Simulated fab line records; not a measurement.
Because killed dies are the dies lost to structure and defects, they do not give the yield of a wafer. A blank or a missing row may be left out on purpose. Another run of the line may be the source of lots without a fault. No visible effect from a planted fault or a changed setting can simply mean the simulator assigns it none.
Which tool was responsible? || flow sky130 || Sampling: 12 lots, 36 wafers, 2 of 708 route steps

WHAT THE GAUGES SHOWED, per wafer
SKY_VIA4_OVL_MEAS_11.
{"lot": "L497", "measured": "day 43 21:10", "on": "overlay-02", "VIA4_OVL (nm)": "0.1 -1.3 -0.4"}
{"lot": "L500", "measured": "day 44 18:34", "on": "overlay-01", "VIA4_OVL (nm)": "-1.4 -1.7 0.6"}
{"lot": "L502", "measured": "day 45 02:28", "on": "overlay-01", "VIA4_OVL (nm)": "-0.4 -0.3 0.5"}
{"lot": "L504", "measured": "day 45 20:31", "on": "overlay-01", "VIA4_OVL (nm)": "0.4 -0.4 -1.7"}
{"lot": "L506", "measured": "day 46 07:15", "on": "overlay-02", "VIA4_OVL (nm)": "0.3 -0.6 -2.7"}
{"lot": "L507", "measured": "day 46 13:16", "on": "overlay-02", "VIA4_OVL (nm)": "-1.5 0.8 0.2"}
{"lot": "L508", "measured": "day 46 19:03", "on": "overlay-01", "VIA4_OVL (nm)": "0.5 -0.2 -0.8"}
{"lot": "L509", "measured": "day 46 19:40", "on": "overlay-01", "VIA4_OVL (nm)": "-0.7 0.7 -1.7"}
{"lot": "L513", "measured": "day 48 04:22", "on": "overlay-01", "VIA4_OVL (nm)": "-1.4 -0.7 -0.6"}
{"lot": "L517", "measured": "day 48 19:43", "on": "overlay-02", "VIA4_OVL (nm)": "-2.4 -0.8 -2.3"}
{"lot": "L518", "measured": "day 49 03:01", "on": "overlay-02", "VIA4_OVL (nm)": "-2.5 -1.2 -1.2"}
{"lot": "L520", "measured": "day 49 07:15", "on": "overlay-02", "VIA4_OVL (nm)": "-2.8 -0.4 1.7"}

TOOL THAT RAN EACH LOT (tool first, then ch and the chambers of the sampled wafers, then the start)
{"lot": "L497", "SKY_METAL4_DESCUM_15": "rie metal-02 ch 0,1, day 42 19:52"}
{"lot": "L500", "SKY_METAL4_DESCUM_15": "rie metal-01 ch 0,1, day 43 17:54"}
{"lot": "L502", "SKY_METAL4_DESCUM_15": "rie metal-01 ch 0,1, day 44 02:29"}
{"lot": "L504", "SKY_METAL4_DESCUM_15": "rie metal-02 ch 0,1, day 44 20:20"}
{"lot": "L506", "SKY_METAL4_DESCUM_15": "rie metal-02 ch 0,1, day 45 07:42"}
{"lot": "L507", "SKY_METAL4_DESCUM_15": "rie metal-03 ch 0, day 45 14:15"}
{"lot": "L508", "SKY_METAL4_DESCUM_15": "rie metal-02 ch 0,1, day 45 20:10"}
{"lot": "L509", "SKY_METAL4_DESCUM_15": "rie metal-01 ch 1, day 45 20:49"}
{"lot": "L513", "SKY_METAL4_DESCUM_15": "rie metal-02 ch 0,1, day 47 06:40"}
{"lot": "L517", "SKY_METAL4_DESCUM_15": "rie metal-02 ch 0,1, day 47 23:10"}
{"lot": "L518", "SKY_METAL4_DESCUM_15": "rie metal-02 ch 0,1, day 48 06:19"}
{"lot": "L520", "SKY_METAL4_DESCUM_15": "rie metal-01 ch 0,1, day 48 10:48"}
- SKY_METAL4_DESCUM_15: chemistry O2, time 8 s.

WHAT THE TOOLS THEMSELVES READ (means of the sampled wafers that have a number; where no wafer has one, the mark that the record gives instead)
SKY_METAL4_DESCUM_15.
{"lot": "L497", "tool": "rie metal-02", "drypump motor current A (A)": 5.3, "oes product au (a.u.)": 0.999, "rf fwd power W (W)": 147.3}
{"lot": "L500", "tool": "rie metal-01", "drypump motor current A (A)": 6.5, "oes product au (a.u.)": 1.000, "rf fwd power W (W)": 147.7}
{"lot": "L502", "tool": "rie metal-01", "drypump motor current A (A)": 6.5, "oes product au (a.u.)": 0.994, "rf fwd power W (W)": 147.8}
{"lot": "L504", "tool": "rie metal-02", "drypump motor current A (A)": 5.3, "oes product au (a.u.)": 1.003, "rf fwd power W (W)": 147.8}
{"lot": "L506", "tool": "rie metal-02", "drypump motor current A (A)": 5.3, "oes product au (a.u.)": 0.996, "rf fwd power W (W)": 147.7}
{"lot": "L507", "tool": "rie metal-03", "drypump motor current A (A)": 4.8, "oes product au (a.u.)": 1.006, "rf fwd power W (W)": 147.6}
{"lot": "L508", "tool": "rie metal-02", "drypump motor current A (A)": 5.3, "oes product au (a.u.)": 0.990, "rf fwd power W (W)": 147.5}
{"lot": "L509", "tool": "rie metal-01", "drypump motor current A (A)": 6.1, "oes product au (a.u.)": 0.991, "rf fwd power W (W)": 146.0}
{"lot": "L513", "tool": "rie metal-02", "drypump motor current A (A)": 5.6, "oes product au (a.u.)": 1.000, "rf fwd power W (W)": 147.1}
{"lot": "L517", "tool": "rie metal-02", "drypump motor current A (A)": 5.5, "oes product au (a.u.)": 1.004, "rf fwd power W (W)": 146.7}
{"lot": "L518", "tool": "rie metal-02", "drypump motor current A (A)": 5.3, "oes product au (a.u.)": 1.000, "rf fwd power W (W)": 147.7}
{"lot": "L520", "tool": "rie metal-01", "drypump motor current A (A)": 6.5, "oes product au (a.u.)": 0.998, "rf fwd power W (W)": 147.8}

THE ANSWER, worked out from the rows above alone
Rule: the usual values come from the lots themselves. The widest of any qualifying gaps counts: lots, ordered by their means at a reading, are off when they make up no more than a third of the lots, leave a main group of 4 or more, and stand apart from it by 3 or more times the standard deviation of that group's means. A main group whose means are all the same, to the digits that the tables above print for the reading, isn't used. Also off: a lot with no number at a reading for which 4 or more lots have one. All remaining lots with rows at the step are treated as sound. After the gauges, taken in route order, come the tools' own readings; for these a lot's mean is taken, as printed above. At the first step where some lot is off, the reading lying furthest off is the one used; lots without a number count as furthest.
None of the lots is off at any reading shown; this tells nothing.

WHAT THE SIMULATOR HAD PUT IN
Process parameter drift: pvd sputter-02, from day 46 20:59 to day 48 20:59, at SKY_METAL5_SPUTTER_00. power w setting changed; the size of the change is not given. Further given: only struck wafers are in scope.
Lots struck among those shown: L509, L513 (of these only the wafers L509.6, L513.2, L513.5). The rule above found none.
